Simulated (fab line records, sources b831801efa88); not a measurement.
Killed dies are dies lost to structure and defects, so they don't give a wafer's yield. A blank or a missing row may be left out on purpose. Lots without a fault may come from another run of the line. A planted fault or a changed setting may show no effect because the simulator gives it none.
A struck lot beside a sound one | flow gf180mcu | 18 steps out of a route of 602
Sound: wafers L596.2, L596.4, L596.6. Struck: wafers L581.1, L581.4, L581.6. The cause comes at the end.
At each step with rows: each side's tool, then ch and its chambers, then its first start. Under that, the readings that differ: sound wafers | struck wafers | difference of the means | sigmas: that difference in standard deviations of wafers without a fault.
alike: readings whose means differ by less than 2 such deviations, and words and numbers that are the same on both sides. not compared: withheld readings, readings that some wafer has no value for, bounds like >300 that may hide the same value, and numbers for which the record gives no deviation and whose values overlap.
The two part at a step that has a row with sigmas, a row that says differs or no value, or rows on one side only. Numbers that don't overlap but have no deviation are shown without sigmas and don't part them. A reading that every wafer of one side lacks parts them only if that side has two wafers or more.

first, 3 steps without rows for these wafers: GF_V5_EXPOSE_11 (exposes mask Via5, target cd 260 nm); GF_V5_PEB_12 (peb time 90 s); GF_V5_DEVELOP_13 (develop time 60 s).
GF_V5_CD_MEAS_14: target cd 260 nm.
  sound on cd_sem-02, day 32 11:07; struck on cd_sem-02, day 28 02:59
  alike: cd_nm
GF_V5_OVL_MEAS_15:
  sound on overlay-01, day 32 11:13; struck on overlay-01, day 28 03:06
  alike: V5_OVL
GF_V5_ETCH_16: etches BARC in N2/H2.
  sound on rie_diel-04 ch 0,1, day 32 11:14; struck on rie_diel-01 ch 1,2,3, day 28 03:08
  alike: drypump_motor_current_A, oes_product_au, throttle_valve_pct
GF_V5_ETCH_17: etches SiO2 in C4F8/O2/Ar, stops on TiN, target depth 855 nm.
  sound on rie_diel-04 ch 0,1; struck on rie_diel-01 ch 1,2,3
  alike: oes_product_au
then, 3 steps without rows for these wafers: GF_V5_STRIP_18 (strips in O2/N2); GF_V5_STRIP_19 (strips in post etch residue remover, time 1200 s); GF_V5_CLEAN_20 (cleans in DIW).
GF_V5_SPUTTER_21: material Ti, target thk 15 nm, time 80.02 s.
  sound on pvd_sputter-02, day 32 11:56; struck on pvd_sputter-01, day 28 03:50
  alike: throttle_valve_pct
GF_V5_SPUTTER_22: material TiN, target thk 10 nm, time 40 s.
  sound on pvd_sputter-02, day 32 11:59; struck on pvd_sputter-01, day 28 03:53
  alike: throttle_valve_pct
GF_V5_CVD_23: deposits W, target thk 350 nm, time 104.9 s.
  sound on cvd_w-01 ch 0,1, day 32 12:02; struck on cvd_w-02 ch 0, day 28 04:01
  reading                          | sound             | struck            | difference | sigmas
  heater_power_w (W)               | 841 826 855       | 1012 1013 1026    | +176       | +3
  model.W_of_V5_CVD_23.thk_nm (nm) | 354.8 350.7 356.1 | 380.5 379.4 380.5 | +26.3      |
  alike: susceptor_temp_C
GF_V5_RS_MEAS_24: measures by four-point-probe.
  sound on film_metro-04, day 32 12:10; struck on film_metro-03, day 28 04:07
  reading          | sound                | struck               | difference | sigmas
  V5_W_RS (ohm/sq) | 0.3228 0.3272 0.3212 | 0.3008 0.3013 0.3000 | -0.0230    | -9
GF_V5_THK_MEAS_25: measures by xrf.
  sound on film_metro-04, day 32 12:16; struck on film_metro-03, day 28 04:14
  reading       | sound       | struck      | difference | sigmas
  V5_W_THK (nm) | 363 358 367 | 398 396 398 | +35        | +8
GF_V5_CMP_26: polishes, stops on SiO2, t overpolish 15 s, target thk 0 nm.
  sound on cmp-02 ch 0,1,3, day 32 12:22; struck on cmp-01 ch 2,3, day 28 04:21
  reading                | sound          | struck         | difference | sigmas
  time_to_endpoint_s (s) | 86.1 82.8 83.0 | 89.7 96.7 91.1 | +8.5       | +3
  alike: motor_current_A, slurry_flow_ml_min
GF_TOP_METAL_SPUTTER_00: material Ti, target thk 37.5 nm, time 150 s.
  sound on pvd_sputter-01, day 32 12:37; struck on pvd_sputter-02, day 28 04:36
  alike: throttle_valve_pct
then, 1 step without rows for these wafers: GF_PASSIVATION_PROBE_99.

WHERE THEY PART
First at GF_V5_CVD_23; last, within this record, at GF_V5_CMP_26. Later steps at which nothing parts them and some readings are alike: GF_TOP_METAL_SPUTTER_00.

WHY: what the simulator had put in
Process parameter drift: cvd_w-02, from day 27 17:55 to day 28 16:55, at GF_V5_CVD_23. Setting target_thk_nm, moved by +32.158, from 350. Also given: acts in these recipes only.
